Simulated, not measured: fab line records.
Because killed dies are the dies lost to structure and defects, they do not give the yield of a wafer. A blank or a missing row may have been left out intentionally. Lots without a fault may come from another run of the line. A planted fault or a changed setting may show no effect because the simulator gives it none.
A lot that was struck, set against a sound lot :: flow gf180mcu :: 17 out of 602 route steps
Sound: wafers L972.3, L972.4, L972.6. Wafers L986.2, L986.3, L986.6 were the ones struck. The cause is given at the end.
Per side, at each step with rows, come the tool, then ch with its chambers, and then its first start. Under that, the readings that differ: sound wafers :: struck wafers :: difference of the means :: sigmas: that difference in standard deviations of wafers without a fault.
alike: same words and numbers on both sides, and readings whose means sit less than 2 such deviations apart. not compared: any withheld reading, any reading some wafer has no value for, any bound like >300 that may hide the same value, and any number with overlapping values for which the record gives no deviation.
Wherever a step has rows on one side only, a row that says differs or no value, or a row with sigmas, the two part there. Numbers that have no deviation but don't overlap get no sigmas and don't part them. A reading that every wafer of one side lacks parts them only if that side has two wafers or more.

first, 3 steps without rows for these wafers: GF_V5_EXPOSE_11 (exposes mask Via5, target cd 260 nm); GF_V5_PEB_12 (peb time 90 s); GF_V5_DEVELOP_13 (develop time 60 s).
GF_V5_CD_MEAS_14 targets a cd of 260 nm.
  sound on cd_sem-02, day 28 00:46; struck on cd_sem-02, day 32 01:14
  alike: cd_nm
GF_V5_OVL_MEAS_15:
  sound on overlay-02, day 28 00:51; struck on overlay-01, day 32 01:21
reading: V5_OVL (nm)
sound: 4 6 4
struck: -10 -6 -8
difference: -13
sigmas: -2
GF_V5_ETCH_16: etches BARC in N2/H2.
  sound on rie_diel-04 ch 0,1,3, day 28 00:53; struck on rie_diel-02 ch 0,3, day 32 01:23
  alike: chamber_pressure_mTorr, drypump_motor_current_A, n2_flow_sccm, oes_product_au, throttle_valve_pct
GF_V5_ETCH_17: etches SiO2 in C4F8/O2/Ar, stops on TiN, target depth 855 nm.
  sound on rie_diel-04 ch 0,1,3; struck on rie_diel-02 ch 0,3
  alike: chamber_pressure_mTorr, oes_product_au
GF_V5_STRIP_18: strips in O2/N2.
  sound on plasma_asher-03 ch 0,1, day 28 01:04; struck on plasma_asher-01 ch 0,1, day 32 01:32
  alike: chamber_pressure_mTorr, drypump_motor_current_A, heater_power_w, n2_flow_sccm, oes_product_au
  not compared: rf_hours_counter_h
then, 2 steps without rows for these wafers: GF_V5_STRIP_19 (strips in post etch residue remover, time 1200 s); GF_V5_CLEAN_20 (cleans in DIW).
GF_V5_SPUTTER_21: material Ti, target thk 15 nm, time 80.02 s.
  sound on pvd_sputter-01, day 28 01:34; struck on pvd_sputter-01, day 32 02:04
  alike: cathode_dc_power_W, throttle_valve_pct
GF_V5_SPUTTER_22: material TiN, target thk 10 nm, time 40 s.
  sound on pvd_sputter-01, day 28 01:37; struck on pvd_sputter-01, day 32 02:08
  alike: cathode_dc_power_W, throttle_valve_pct
GF_V5_CVD_23: deposits W, target thk 350 nm, time 104.9 s.
  sound on cvd_w-02 ch 0,1, day 28 01:42; struck on cvd_w-01 ch 1, day 32 02:10
  alike: chamber_pressure_Torr, heater_power_w
GF_V5_RS_MEAS_24: a four-point-probe measurement.
  sound on film_metro-04, day 28 01:49; struck on film_metro-01, day 32 02:18
reading: V5_W_RS (ohm/sq)
sound: 0.324 0.328 0.331
struck: 0.391 0.386 0.389
difference: +0.061
sigmas: +16
GF_V5_THK_MEAS_25: measures by xrf.
  sound on film_metro-04, day 28 01:55; struck on film_metro-01, day 32 02:25
reading: V5_W_THK (nm)
sound: 341 336 333
struck: 298 303 302
difference: -36
sigmas: -6
then, 2 steps without rows for these wafers: GF_V5_CMP_26 (polishes, stops on SiO2, t overpolish 15 s, target thk 0 nm); GF_PASSIVATION_PROBE_99.

WHERE THEY PART
Last at GF_V5_THK_MEAS_25 as far as this record goes, first at GF_V5_OVL_MEAS_15.

WHY: whatever the simulator had introduced
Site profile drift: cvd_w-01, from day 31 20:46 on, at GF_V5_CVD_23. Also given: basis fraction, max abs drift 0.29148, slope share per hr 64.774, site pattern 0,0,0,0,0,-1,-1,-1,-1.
